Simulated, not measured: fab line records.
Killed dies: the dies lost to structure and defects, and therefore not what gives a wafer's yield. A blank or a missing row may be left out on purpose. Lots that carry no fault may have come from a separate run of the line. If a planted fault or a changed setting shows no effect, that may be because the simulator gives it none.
fab line records -- flow sky130
[record] lots = 24, wafers = 72, lastDay = 51
route steps=708 shown VIA2@509 CAPM@540 METAL3@569 VIA3@585
lots that met no fault: from a run of the same line without faults
startH: start of the lot's first displayed wafer, in hours after the record's first day -- waitH: how many hours have passed since the lot's step before this one -- " the same as in the row above -- L1.1+2: several wafers, shown together as one row -- - either no value or no given start -- * or withheld: withheld -- < > ~ a bound
route shown NAME@n: names a module that has steps shown in the file, with the first one's number in the route -- usual: the fault-free wafers' mean and standard deviation -- same: alike in all rows -- chamber/n: place in a boat -- sites: readings site by site -- _std_site: standard deviation of those values -- _edge_site: inner sites' mean taken away from outer sites' mean -- radiusMm: for every site, how far away it sits from the centre of the wafer -- mask NAME#n: copy n -- behind: the most recent tool/chamber to have shaped the wafer -- hold: why the lot was held/for how many hours/how that ended -- device: the transistor (n, p or np) that didn't switch -- end of line: at the end of the route, the tests of the same wafers -- where a step has no rows: the recipe by itself -- killed: count of dies lost to structure and defects at first sort (not the wafer's yield) -- map: a wafer's dies, marking killed ones x, the rest . and places with no die _
set.NAME: the setting as run; set.NAME@STEP: as run at that earlier step -- model.NAME: the simulator's own value behind a step, which no gauge read
route steps across a sampled set of lots; one table per step, one row per wafer
services: from which hour (startH, from the record's first day; less than 0 if before it) a tool's chamber was out of use, for how many hours, and why
[[steps]]
[step SKY_VIA2_CMP_02]
[recipe] material = SiO2, downForcePsi = 4, platenRpm = 60, padVelocityMS = 0.94248
[usual] motorCurrentA = 11.7/1.2
lot.wafer,tool,chamber,startH,waitH,motorCurrentA
L074.1,cmp-01,1,815.91,0.1,11.7
L074.3,cmp-01,3,815.91,0.1,10.3
L074.2,cmp-01,0,815.91,0.1,14.2
L075.3,cmp-02,1,848.23,0.0,13.4
L075.2,cmp-02,3,848.23,0.0,11.9
L075.6,cmp-02,2,848.23,0.0,11.7
L077.1,cmp-01,3,849.44,0.1,9.9
L077.4,cmp-01,1,849.44,0.1,10.8
L077.5,cmp-01,3,849.44,0.1,10.2
L076.1,cmp-02,2,849.48,0.1,11.5
L076.5,cmp-02,0,849.48,0.1,10.8
L076.6,cmp-02,1,849.48,0.1,12.9
L079.4,cmp-02,2,850.74,0.0,12.1
L079.3,cmp-02,1,850.74,0.0,12.1
L079.5,cmp-02,2,850.74,0.0,11.7
L078.2,cmp-02,1,855.52,0.0,12.5
L078.4,cmp-02,2,855.52,0.0,11.7
L078.5,cmp-02,2,855.52,0.0,11.4
L080.3,cmp-01,0,863.82,0.1,13.7
L080.5,cmp-01,3,863.82,0.1,11.0
L080.6,cmp-01,0,863.82,0.1,14.4
L081.3,cmp-01,3,876.82,0.1,10.5
L081.1,cmp-01,0,876.82,0.1,14.3
L081.6,cmp-01,1,876.82,0.1,11.2
L082.2,cmp-02,0,886.69,0.0,11.1
L082.4,cmp-02,3,886.69,0.0,11.2
L082.5,cmp-02,1,886.69,0.0,12.7
L084.3,cmp-01,1,889.47,0.1,11.8
L084.4,cmp-01,3,889.47,0.1,10.6
L084.6,cmp-01,1,889.47,0.1,10.7
L083.1,cmp-01,2,893.37,0.1,10.5
L083.2,cmp-01,3,893.37,0.1,10.5
L083.5,cmp-01,3,893.37,0.1,10.4
L085.3,cmp-02,0,895.24,0.0,10.7
L085.2,cmp-02,1,895.24,0.0,12.8
L085.1,cmp-02,2,895.24,0.0,11.6
L086.2,cmp-02,3,911.31,0.0,12.0
L086.4,cmp-02,0,911.31,0.0,10.9
L086.6,cmp-02,0,911.31,0.0,10.7
L087.4,cmp-01,3,920.93,0.1,10.3
L087.3,cmp-01,0,920.93,0.1,14.5
L087.6,cmp-01,2,920.93,0.1,10.3
L088.3,cmp-01,0,923.78,0.4,14.2
L088.1,cmp-01,1,923.78,0.4,11.4
L088.6,cmp-01,2,923.78,0.4,10.4
L089.2,cmp-01,0,931.03,0.0,13.8
L089.3,cmp-01,3,931.03,0.0,10.3
L089.5,cmp-01,0,931.03,0.0,14.6
L090.1,cmp-01,1,941.00,0.1,10.9
L090.3,cmp-01,2,941.00,0.1,10.7
L090.4,cmp-01,0,941.00,0.1,14.1
L091.3,cmp-02,3,943.72,0.0,12.2
L091.5,cmp-02,3,943.72,0.0,12.3
L091.6,cmp-02,0,943.72,0.0,10.8
L092.3,cmp-02,1,949.03,0.1,13.1
L092.4,cmp-02,2,949.03,0.1,11.8
L092.6,cmp-02,0,949.03,0.1,10.9
L093.1,cmp-01,3,967.51,0.7,10.6
L093.3,cmp-01,1,967.51,0.7,11.2
L093.2,cmp-01,2,967.51,0.7,10.6
L094.3,cmp-02,1,974.19,0.2,12.9
L094.1,cmp-02,2,974.19,0.2,11.6
L094.2,cmp-02,3,974.19,0.2,11.7
L095.3,cmp-02,1,990.53,0.1,13.0
L095.1,cmp-02,3,990.53,0.1,12.3
L095.6,cmp-02,0,990.53,0.1,10.4
L097.4,cmp-01,2,1015.35,0.3,9.9
L097.2,cmp-01,0,1015.35,0.3,13.6
L097.1,cmp-01,1,1015.35,0.3,11.1
L096.4,cmp-02,2,1015.44,0.1,11.0
L096.1,cmp-02,3,1015.44,0.1,12.2
L096.3,cmp-02,0,1015.44,0.1,10.3
[step SKY_VIA2_BOW_MEAS_03]
[recipe] mode = bow
[usual] VIA2_BOW = 87/6.9
lot.wafer,tool,chamber,startH,waitH,VIA2_BOW[um]
L074.1,filmMetro-01,-,816.21,0.2,93
L074.2,filmMetro-01,-,816.21,0.2,96
L074.3,filmMetro-01,-,816.21,0.2,101
L075.2,filmMetro-03,-,848.55,0.2,77
L075.3,filmMetro-03,-,848.55,0.2,91
L075.6,filmMetro-03,-,848.55,0.2,88
L076.1,filmMetro-01,-,849.68,0.1,91
L076.5,filmMetro-01,-,849.68,0.1,100
L076.6,filmMetro-01,-,849.68,0.1,85
L077.1,filmMetro-02,-,849.74,0.2,85
L077.4,filmMetro-02,-,849.74,0.2,89
L077.5,filmMetro-02,-,849.74,0.2,86
L079.3,filmMetro-03,-,851.08,0.1,84
L079.4,filmMetro-03,-,851.08,0.1,90
L079.5,filmMetro-03,-,851.08,0.1,82
L078.2,filmMetro-01,-,855.84,0.3,93
L078.4,filmMetro-01,-,855.84,0.3,101
L078.5,filmMetro-01,-,855.84,0.3,89
L080.3,filmMetro-03,-,864.11,0.2,79
L080.5,filmMetro-03,-,864.11,0.2,93
L080.6,filmMetro-03,-,864.11,0.2,87
L081.1,filmMetro-02,-,877.02,0.1,89
L081.3,filmMetro-02,-,877.02,0.1,89
L081.6,filmMetro-02,-,877.02,0.1,80
L082.2,filmMetro-01,-,887.01,0.3,78
L082.4,filmMetro-01,-,887.01,0.3,92
L082.5,filmMetro-01,-,887.01,0.3,90
L084.3,filmMetro-02,-,889.76,0.2,77
L084.4,filmMetro-02,-,889.76,0.2,94
L084.6,filmMetro-02,-,889.76,0.2,79
L083.1,filmMetro-02,-,893.67,0.2,83
L083.2,filmMetro-02,-,893.67,0.2,90
L083.5,filmMetro-02,-,893.67,0.2,87
L085.1,filmMetro-03,-,895.54,0.1,82
L085.2,filmMetro-03,-,895.54,0.1,83
L085.3,filmMetro-03,-,895.54,0.1,81
L086.2,filmMetro-01,-,911.63,0.3,94
L086.4,filmMetro-01,-,911.63,0.3,73
L086.6,filmMetro-01,-,911.63,0.3,90
L087.3,filmMetro-02,-,921.22,0.2,82
L087.4,filmMetro-02,-,921.22,0.2,88
L087.6,filmMetro-02,-,921.22,0.2,94
L088.1,filmMetro-01,-,923.98,0.1,92
L088.3,filmMetro-01,-,923.98,0.1,90
L088.6,filmMetro-01,-,923.98,0.1,82
L089.2,filmMetro-01,-,931.35,0.3,89
L089.3,filmMetro-01,-,931.35,0.3,77
L089.5,filmMetro-01,-,931.35,0.3,96
L090.1,filmMetro-01,-,941.30,0.2,92
L090.3,filmMetro-01,-,941.30,0.2,95
L090.4,filmMetro-01,-,941.30,0.2,86
L091.3,filmMetro-03,-,944.06,0.3,81
L091.5,filmMetro-03,-,944.06,0.3,91
L091.6,filmMetro-03,-,944.06,0.3,93
L092.3,filmMetro-03,-,949.32,0.2,82
L092.4,filmMetro-03,-,949.32,0.2,81
L092.6,filmMetro-03,-,949.32,0.2,83
L093.1,filmMetro-03,-,967.81,0.2,80
L093.2,filmMetro-03,-,967.81,0.2,87
L093.3,filmMetro-03,-,967.81,0.2,81
L094.1,filmMetro-02,-,974.49,0.2,83
L094.2,filmMetro-02,-,974.49,0.2,74
L094.3,filmMetro-02,-,974.49,0.2,75
L095.1,filmMetro-03,-,990.78,0.1,107
L095.3,filmMetro-03,-,990.78,0.1,91
L095.6,filmMetro-03,-,990.78,0.1,91
L097.1,filmMetro-01,-,1015.65,0.1,81
L097.2,filmMetro-01,-,1015.65,0.1,89
L097.4,filmMetro-01,-,1015.65,0.1,90
L096.1,filmMetro-02,-,1015.69,0.1,76
L096.3,filmMetro-02,-,1015.69,0.1,78
L096.4,filmMetro-02,-,1015.69,0.1,87
[step SKY_VIA2_RS_MEAS_22]
[recipe] thkMeasGauge = four-point-probe, reads = W_of_VIA2_CVD_21+TiN_of_VIA2_SPUTTER_20
[usual] VIA2_W_RS = 0.255/0.0039
lot.wafer,tool,chamber,startH,waitH,VIA2_W_RS[ohm/sq]
L074.1,filmMetro-01,-,844.06,0.1,0.259
L074.2,filmMetro-01,-,844.06,0.1,0.255
L074.3,filmMetro-01,-,844.06,0.1,0.254
L075.2,filmMetro-03,-,876.08,0.1,0.255
L075.3,filmMetro-03,-,876.08,0.1,0.259
L075.6,filmMetro-03,-,876.08,0.1,0.259
L076.1,filmMetro-03,-,877.06,0.1,0.256
L076.5,filmMetro-03,-,877.06,0.1,0.262
L076.6,filmMetro-03,-,877.06,0.1,0.253
L077.1,filmMetro-01,-,877.44,0.1,0.256
L077.4,filmMetro-01,-,877.44,0.1,0.253
L077.5,filmMetro-01,-,877.44,0.1,0.260
L079.3,filmMetro-03,-,878.19,0.1,0.266
L079.4,filmMetro-03,-,878.19,0.1,0.254
L079.5,filmMetro-03,-,878.19,0.1,0.264
L078.2,filmMetro-02,-,882.97,0.1,0.259
L078.4,filmMetro-02,-,882.97,0.1,0.258
L078.5,filmMetro-02,-,882.97,0.1,0.257
L080.3,filmMetro-02,-,890.70,0.1,0.250
L080.5,filmMetro-02,-,890.70,0.1,0.259
L080.6,filmMetro-02,-,890.70,0.1,0.252
L081.1,filmMetro-03,-,903.05,0.1,0.253
L081.3,filmMetro-03,-,903.05,0.1,0.251
L081.6,filmMetro-03,-,903.05,0.1,0.255
L082.2,filmMetro-02,-,913.42,0.1,0.257
L082.4,filmMetro-02,-,913.42,0.1,0.254
L082.5,filmMetro-02,-,913.42,0.1,0.255
L084.3,filmMetro-01,-,915.99,0.1,0.254
L084.4,filmMetro-01,-,915.99,0.1,0.260
L084.6,filmMetro-01,-,915.99,0.1,0.254
L083.1,filmMetro-03,-,919.71,0.1,0.256
L083.2,filmMetro-03,-,919.71,0.1,0.252
L083.5,filmMetro-03,-,919.71,0.1,0.250
L085.1,filmMetro-01,-,921.81,0.1,0.260
L085.2,filmMetro-01,-,921.81,0.1,0.249
L085.3,filmMetro-01,-,921.81,0.1,0.253
L086.2,filmMetro-03,-,938.32,0.1,0.253
L086.4,filmMetro-03,-,938.32,0.1,0.251
L086.6,filmMetro-03,-,938.32,0.1,0.253
L087.3,filmMetro-02,-,947.19,0.1,0.260
L087.4,filmMetro-02,-,947.19,0.1,0.255
L087.6,filmMetro-02,-,947.19,0.1,0.254
L088.1,filmMetro-02,-,949.26,0.1,0.260
L088.3,filmMetro-02,-,949.26,0.1,0.252
L088.6,filmMetro-02,-,949.26,0.1,0.255
L089.2,filmMetro-03,-,956.94,0.1,0.253
L089.3,filmMetro-03,-,956.94,0.1,0.256
L089.5,filmMetro-03,-,956.94,0.1,0.254
L090.1,filmMetro-03,-,966.22,0.1,0.256
L090.3,filmMetro-03,-,966.22,0.1,0.256
L090.4,filmMetro-03,-,966.22,0.1,0.249
L091.3,filmMetro-01,-,967.95,0.1,0.254
L091.5,filmMetro-01,-,967.95,0.1,0.248
L091.6,filmMetro-01,-,967.95,0.1,0.255
L092.3,filmMetro-03,-,972.54,0.1,0.254
L092.4,filmMetro-03,-,972.54,0.1,0.253
L092.6,filmMetro-03,-,972.54,0.1,0.256
L093.1,filmMetro-02,-,992.24,0.2,0.254
L093.2,filmMetro-02,-,992.24,0.2,0.248
L093.3,filmMetro-02,-,992.24,0.2,0.252
L094.1,filmMetro-01,-,999.26,0.1,0.260
L094.2,filmMetro-01,-,999.26,0.1,0.252
L094.3,filmMetro-01,-,999.26,0.1,0.249
L095.1,filmMetro-01,-,1014.87,0.1,0.250
L095.3,filmMetro-01,-,1014.87,0.1,0.252
L095.6,filmMetro-01,-,1014.87,0.1,0.256
L097.1,filmMetro-03,-,1038.66,0.1,0.254
L097.2,filmMetro-03,-,1038.66,0.1,0.260
L097.4,filmMetro-03,-,1038.66,0.1,0.260
L096.1,filmMetro-01,-,1039.01,0.1,0.256
L096.3,filmMetro-01,-,1039.01,0.1,0.255
L096.4,filmMetro-01,-,1039.01,0.1,0.247
[step SKY_CAPM_RS_MEAS_03]
[recipe] thkMeasGauge = four-point-probe, reads = TiN_of_CAPM_SPUTTER_02
[usual] CAPM_TIN_RS = 6.91/0.077
lot.wafer,tool,chamber,startH,waitH,CAPM_TIN_RS[ohm/sq]
L074.1,filmMetro-01,-,844.91,0.1,6.84
L074.2,filmMetro-01,-,844.91,0.1,6.99
L074.3,filmMetro-01,-,844.91,0.1,6.96
L075.2,filmMetro-03,-,876.90,0.1,6.89
L075.3,filmMetro-03,-,876.90,0.1,6.94
L075.6,filmMetro-03,-,876.90,0.1,6.93
L076.1,filmMetro-04,-,877.89,0.1,6.82
L076.5,filmMetro-04,-,877.89,0.1,6.77
L076.6,filmMetro-04,-,877.89,0.1,6.85
L077.1,filmMetro-01,-,878.26,0.1,6.92
L077.4,filmMetro-01,-,878.26,0.1,6.87
L077.5,filmMetro-01,-,878.26,0.1,6.88
L079.3,filmMetro-04,-,879.02,0.1,7.06
L079.4,filmMetro-04,-,879.02,0.1,7.03
L079.5,filmMetro-04,-,879.02,0.1,7.01
L078.2,filmMetro-01,-,883.79,0.1,6.93
L078.4,filmMetro-01,-,883.79,0.1,6.90
L078.5,filmMetro-01,-,883.79,0.1,6.93
L080.3,filmMetro-01,-,891.52,0.1,6.77
L080.5,filmMetro-01,-,891.52,0.1,6.71
L080.6,filmMetro-01,-,891.52,0.1,6.75
L081.1,filmMetro-03,-,903.88,0.1,7.01
L081.3,filmMetro-03,-,903.88,0.1,6.96
L081.6,filmMetro-03,-,903.88,0.1,6.88
L082.2,filmMetro-03,-,914.27,0.1,6.97
L082.4,filmMetro-03,-,914.27,0.1,6.90
L082.5,filmMetro-03,-,914.27,0.1,6.87
L084.3,filmMetro-01,-,916.82,0.1,6.92
L084.4,filmMetro-01,-,916.82,0.1,6.97
L084.6,filmMetro-01,-,916.82,0.1,6.97
L083.1,filmMetro-01,-,920.58,0.1,6.87
L083.2,filmMetro-01,-,920.58,0.1,6.90
L083.5,filmMetro-01,-,920.58,0.1,6.86
L085.1,filmMetro-01,-,922.63,0.1,6.90
L085.2,filmMetro-01,-,922.63,0.1,7.01
L085.3,filmMetro-01,-,922.63,0.1,6.94
L086.2,filmMetro-03,-,939.14,0.1,7.01
L086.4,filmMetro-03,-,939.14,0.1,6.95
L086.6,filmMetro-03,-,939.14,0.1,6.94
L087.3,filmMetro-01,-,948.03,0.1,6.92
L087.4,filmMetro-01,-,948.03,0.1,6.91
L087.6,filmMetro-01,-,948.03,0.1,6.91
L088.1,filmMetro-04,-,950.08,0.1,6.90
L088.3,filmMetro-04,-,950.08,0.1,6.94
L088.6,filmMetro-04,-,950.08,0.1,7.01
L089.2,filmMetro-03,-,957.80,0.1,6.90
L089.3,filmMetro-03,-,957.80,0.1,6.99
L089.5,filmMetro-03,-,957.80,0.1,6.96
L090.1,filmMetro-04,-,967.61,0.1,6.90
L090.3,filmMetro-04,-,967.61,0.1,6.93
L090.4,filmMetro-04,-,967.61,0.1,6.89
L091.3,filmMetro-01,-,969.70,0.1,6.79
L091.5,filmMetro-01,-,969.70,0.1,6.75
L091.6,filmMetro-01,-,969.70,0.1,6.76
L092.3,filmMetro-01,-,973.41,0.1,6.74
L092.4,filmMetro-01,-,973.41,0.1,6.87
L092.6,filmMetro-01,-,973.41,0.1,6.86
L093.1,filmMetro-04,-,993.15,0.1,6.98
L093.2,filmMetro-04,-,993.15,0.1,7.04
L093.3,filmMetro-04,-,993.15,0.1,6.90
L094.1,filmMetro-01,-,1000.10,0.1,6.98
L094.2,filmMetro-01,-,1000.10,0.1,6.96
L094.3,filmMetro-01,-,1000.10,0.1,6.92
L095.1,filmMetro-04,-,1015.70,0.1,6.96
L095.3,filmMetro-04,-,1015.70,0.1,6.88
L095.6,filmMetro-04,-,1015.70,0.1,6.95
L097.1,filmMetro-01,-,1039.48,0.1,6.96
L097.2,filmMetro-01,-,1039.48,0.1,6.85
L097.4,filmMetro-01,-,1039.48,0.1,6.96
L096.1,filmMetro-04,-,1039.85,0.1,6.92
L096.3,filmMetro-04,-,1039.85,0.1,6.84
L096.4,filmMetro-04,-,1039.85,0.1,6.83
[step SKY_METAL3_STRIP_19]
[recipe] chemistry = O2/N2, powerW = 1400, pressureMtorr = 1500, platenTempC = withheld, o2FlowSccm = 3000, n2FlowSccm = 300, overashFraction = 0.5
[usual] drypumpMotorCurrentA = 5.7/0.49, oesProductAu = 0.504/0.0052, stripTimeToEndpointS = 6.57/0.079
[same] overashFraction = 0.5
lot.wafer,tool,chamber,startH,waitH,drypumpMotorCurrentA,oesProductAu,rfHoursCounterH,stripTimeToEndpointS
L074.1,plasmaAsher-04,0,897.32,0.2,6.4,0.503,48,6.65
L074.2,plasmaAsher-04,1,897.32,0.2,6.0,0.504,48,6.61
L074.3,plasmaAsher-04,0,897.32,0.2,6.5,0.506,-,6.61
L075.2,plasmaAsher-02,0,927.06,0.1,5.7,0.511,79,6.59
L075.3,plasmaAsher-02,0,927.06,0.1,5.7,0.495,-,6.49
L075.6,plasmaAsher-02,0,927.06,0.1,5.7,0.507,-,6.54
L076.1,plasmaAsher-01,1,929.05,0.1,5.9,0.513,18,6.63
L076.5,plasmaAsher-01,1,929.05,0.1,5.9,0.508,-,6.65
L076.6,plasmaAsher-01,0,929.05,0.1,5.5,0.501,-,6.62
L077.1,plasmaAsher-02,0,929.34,0.1,5.8,0.498,79,6.48
L077.4,plasmaAsher-02,0,929.34,0.1,5.7,0.504,-,6.50
L077.5,plasmaAsher-02,0,929.34,0.1,5.8,0.504,-,6.48
L079.3,plasmaAsher-04,0,929.93,0.1,6.4,0.512,-,6.66
L079.4,plasmaAsher-04,1,929.93,0.1,6.0,0.501,-,6.60
L079.5,plasmaAsher-04,0,929.93,0.1,6.5,0.508,-,6.59
L078.2,plasmaAsher-02,1,934.29,0.1,4.9,0.502,79,6.50
L078.4,plasmaAsher-02,0,934.29,0.1,5.7,0.504,-,6.47
L078.5,plasmaAsher-02,0,934.29,0.1,5.7,0.501,-,6.49
L080.3,plasmaAsher-04,1,942.13,0.1,5.9,0.504,-,6.55
L080.5,plasmaAsher-04,1,942.13,0.1,6.0,0.500,-,6.62
L080.6,plasmaAsher-04,0,942.13,0.1,6.5,0.504,-,6.52
L081.1,plasmaAsher-02,0,954.92,0.3,5.7,0.508,81,6.66
L081.3,plasmaAsher-02,1,954.92,0.3,4.9,0.512,-,6.73
L081.6,plasmaAsher-02,0,954.92,0.3,5.7,0.502,-,6.66
L082.2,plasmaAsher-04,1,964.67,0.2,6.0,0.507,55,6.57
L082.4,plasmaAsher-04,1,964.67,0.2,6.0,0.506,-,6.60
L082.5,plasmaAsher-04,0,964.67,0.2,6.4,0.499,-,6.54
L084.3,plasmaAsher-01,0,966.35,0.1,5.5,0.506,-,6.62
L084.4,plasmaAsher-01,1,966.35,0.1,5.9,0.492,-,6.42
L084.6,plasmaAsher-01,0,966.35,0.1,5.5,0.500,-,6.47
L083.1,plasmaAsher-04,1,969.32,0.3,6.0,0.506,55,6.69
L083.2,plasmaAsher-04,0,969.32,0.3,6.5,0.508,55,6.62
L083.5,plasmaAsher-04,1,969.32,0.3,6.0,0.507,-,6.64
L085.1,plasmaAsher-01,0,970.62,0.3,5.5,0.497,22,6.57
L085.2,plasmaAsher-01,1,970.62,0.3,6.0,0.498,22,6.56
L085.3,plasmaAsher-01,1,970.62,0.3,5.9,0.503,-,6.53
L086.2,plasmaAsher-01,1,986.74,0.1,5.9,0.514,23,6.62
L086.4,plasmaAsher-01,0,986.74,0.1,5.5,0.510,-,6.63
L086.6,plasmaAsher-01,0,986.74,0.1,5.5,0.499,-,6.61
L087.3,plasmaAsher-02,1,995.63,0.1,4.9,0.502,-,6.59
L087.4,plasmaAsher-02,0,995.63,0.1,5.7,0.499,-,6.54
L087.6,plasmaAsher-02,1,995.63,0.1,4.9,0.500,-,6.63
L088.1,plasmaAsher-01,1,996.60,0.1,5.9,0.520,25,6.66
L088.3,plasmaAsher-01,0,996.60,0.1,5.5,0.505,-,6.64
L088.6,plasmaAsher-01,0,996.60,0.1,5.5,0.513,-,6.80
L089.2,plasmaAsher-02,1,1005.14,0.1,4.9,0.499,86,6.51
L089.3,plasmaAsher-02,0,1005.14,0.1,5.7,0.502,-,6.49
L089.5,plasmaAsher-02,0,1005.14,0.1,5.7,0.506,-,6.55
L090.1,plasmaAsher-01,1,1014.34,0.1,5.9,0.504,26,6.52
L090.3,plasmaAsher-01,1,1014.34,0.1,5.9,0.504,-,6.63
L090.4,plasmaAsher-01,0,1014.34,0.1,5.5,0.504,-,6.52
L091.3,plasmaAsher-04,0,1017.87,0.1,6.5,0.496,-,6.48
L091.5,plasmaAsher-04,0,1017.87,0.1,6.4,0.501,-,6.44
L091.6,plasmaAsher-04,1,1017.87,0.1,6.0,0.494,-,6.46
L092.3,plasmaAsher-04,1,1022.02,0.1,6.0,0.497,-,6.49
L092.4,plasmaAsher-04,0,1022.02,0.1,6.5,0.496,-,6.40
L092.6,plasmaAsher-04,1,1022.02,0.1,6.0,0.508,-,6.51
L093.1,plasmaAsher-02,0,1042.34,0.1,5.8,0.503,88,6.62
L093.2,plasmaAsher-02,1,1042.34,0.1,4.9,0.504,88,6.67
L093.3,plasmaAsher-02,0,1042.34,0.1,5.8,0.499,-,6.61
L094.1,plasmaAsher-02,1,1045.80,0.1,4.9,0.505,89,6.53
L094.2,plasmaAsher-02,0,1045.80,0.1,5.8,0.514,89,6.69
L094.3,plasmaAsher-02,0,1045.80,0.1,5.7,0.507,-,6.54
L095.1,plasmaAsher-01,0,1059.99,0.1,5.5,0.497,32,6.45
L095.3,plasmaAsher-01,1,1059.99,0.1,5.9,0.495,-,6.44
L095.6,plasmaAsher-01,1,1059.99,0.1,5.9,0.509,-,6.55
L097.1,plasmaAsher-02,0,1083.44,0.1,5.7,0.496,93,6.48
L097.2,plasmaAsher-02,1,1083.44,0.1,4.9,0.494,93,6.58
L097.4,plasmaAsher-02,0,1083.44,0.1,5.7,0.501,-,6.49
L096.1,plasmaAsher-04,0,1083.79,0.1,6.5,0.503,66,6.49
L096.3,plasmaAsher-04,0,1083.79,0.1,6.5,0.489,-,6.47
L096.4,plasmaAsher-04,1,1083.79,0.1,5.9,0.498,-,6.52
[step SKY_VIA3_CD_MEAS_12]
[recipe] targetCdNm = 200
[usual] cdNm = 199.5/1.6
lot.wafer,tool,chamber,startH,waitH,cdNm
L074.1,cdSem-02,-,923.51,-,199.9
L074.2,cdSem-02,-,923.51,-,199.7
L074.3,cdSem-02,-,923.51,-,200.2
L075.2,cdSem-01,-,952.88,-,202.1
L075.3,cdSem-01,-,952.88,-,201.2
L075.6,cdSem-01,-,952.88,-,202.1
L076.1,cdSem-01,-,954.41,-,200.3
L076.5,cdSem-01,-,954.41,-,202.8
L076.6,cdSem-01,-,954.41,-,201.5
L077.1,cdSem-01,-,954.72,-,197.7
L077.4,cdSem-01,-,954.72,-,196.3
L077.5,cdSem-01,-,954.72,-,198.5
L079.3,cdSem-02,-,955.45,-,199.3
L079.4,cdSem-02,-,955.45,-,199.3
L079.5,cdSem-02,-,955.45,-,200.8
L078.2,cdSem-02,-,959.68,-,200.1
L078.4,cdSem-02,-,959.68,-,200.9
L078.5,cdSem-02,-,959.68,-,199.3
L080.3,cdSem-01,-,966.40,-,202.1
L080.5,cdSem-01,-,966.40,-,202.2
L080.6,cdSem-01,-,966.40,-,200.4
L081.1,cdSem-02,-,989.92,-,199.1
L081.3,cdSem-02,-,989.92,-,198.2
L081.6,cdSem-02,-,989.92,-,199.5
L082.2,cdSem-02,-,992.13,-,198.5
L082.4,cdSem-02,-,992.13,-,197.8
L082.5,cdSem-02,-,992.13,-,197.9
L084.3,cdSem-02,-,993.15,-,199.3
L084.4,cdSem-02,-,993.15,-,198.4
L084.6,cdSem-02,-,993.15,-,197.6
L083.1,cdSem-02,-,994.96,-,199.7
L083.2,cdSem-02,-,994.96,-,199.6
L083.5,cdSem-02,-,994.96,-,199.6
L085.1,cdSem-02,-,995.91,-,202.3
L085.2,cdSem-02,-,995.91,-,202.7
L085.3,cdSem-02,-,995.91,-,201.0
L086.2,cdSem-02,-,1010.93,-,199.5
L086.4,cdSem-02,-,1010.93,-,200.9
L086.6,cdSem-02,-,1010.93,-,201.3
L087.3,cdSem-02,-,1020.05,-,201.4
L087.4,cdSem-02,-,1020.05,-,198.9
L087.6,cdSem-02,-,1020.05,-,200.7
L088.1,cdSem-01,-,1020.36,-,196.8
L088.3,cdSem-01,-,1020.36,-,196.2
L088.6,cdSem-01,-,1020.36,-,197.2
L089.2,cdSem-02,-,1028.93,-,200.0
L089.3,cdSem-02,-,1028.93,-,200.3
L089.5,cdSem-02,-,1028.93,-,200.7
L090.1,cdSem-02,-,1038.56,-,197.6
L090.3,cdSem-02,-,1038.56,-,197.4
L090.4,cdSem-02,-,1038.56,-,197.0
L091.3,cdSem-01,-,1042.25,-,200.2
L091.5,cdSem-01,-,1042.25,-,200.2
L091.6,cdSem-01,-,1042.25,-,200.4
L092.3,cdSem-01,-,1045.55,-,197.3
L092.4,cdSem-01,-,1045.55,-,197.0
L092.6,cdSem-01,-,1045.55,-,198.3
L093.1,cdSem-01,-,1065.17,-,200.6
L093.2,cdSem-01,-,1065.17,-,200.7
L093.3,cdSem-01,-,1065.17,-,200.0
L094.1,cdSem-01,-,1068.61,-,197.5
L094.2,cdSem-01,-,1068.61,-,198.4
L094.3,cdSem-01,-,1068.61,-,198.2
L095.1,cdSem-02,-,1081.96,-,200.6
L095.3,cdSem-02,-,1081.96,-,198.2
L095.6,cdSem-02,-,1081.96,-,198.5
L097.1,cdSem-01,-,1105.16,-,196.2
L097.2,cdSem-01,-,1105.16,-,197.1
L097.4,cdSem-01,-,1105.16,-,198.3
L096.1,cdSem-02,-,1105.51,-,196.9
L096.3,cdSem-02,-,1105.51,-,198.9
L096.4,cdSem-02,-,1105.51,-,199.0
[[services]]
tool,chamber,startH,hours,kind
cmp-01,-,794.56,1.7,repair
cmp-01,-,798.94,13.6,pm
cmp-02,-,799.58,0.4,repair
cmp-01,-,838.77,0.2,repair
cmp-02,-,852.85,0.6,repair
plasmaAsher-01,-,896.77,5.8,repair
cmp-02,-,912.00,4.0,pm
cmp-02,-,916.00,-,consumableReplace:conditioner
cmp-02,-,916.00,-,consumableReplace:pad
cmp-02,-,916.51,7.4,repair
cmp-02,-,923.87,5.9,pm
cmp-02,-,944.50,1.1,repair
cmp-02,-,969.03,0.2,repair
cmp-01,-,971.42,7.8,repair
plasmaAsher-04,-,1008.63,8.8,pm
cmp-01,-,1009.73,5.6,pm
plasmaAsher-02,-,1014.33,13.6,repair
cmp-02,-,1018.90,0.6,repair
cmp-02,-,1030.52,1.1,repair
plasmaAsher-02,-,1032.09,2.8,pm
cmp-02,-,1059.29,0.7,repair
plasmaAsher-01,-,1061.48,2.2,repair
cmp-02,-,1065.53,1.2,repair
cmp-01,-,1081.39,0.6,repair
[[key]]
fault none
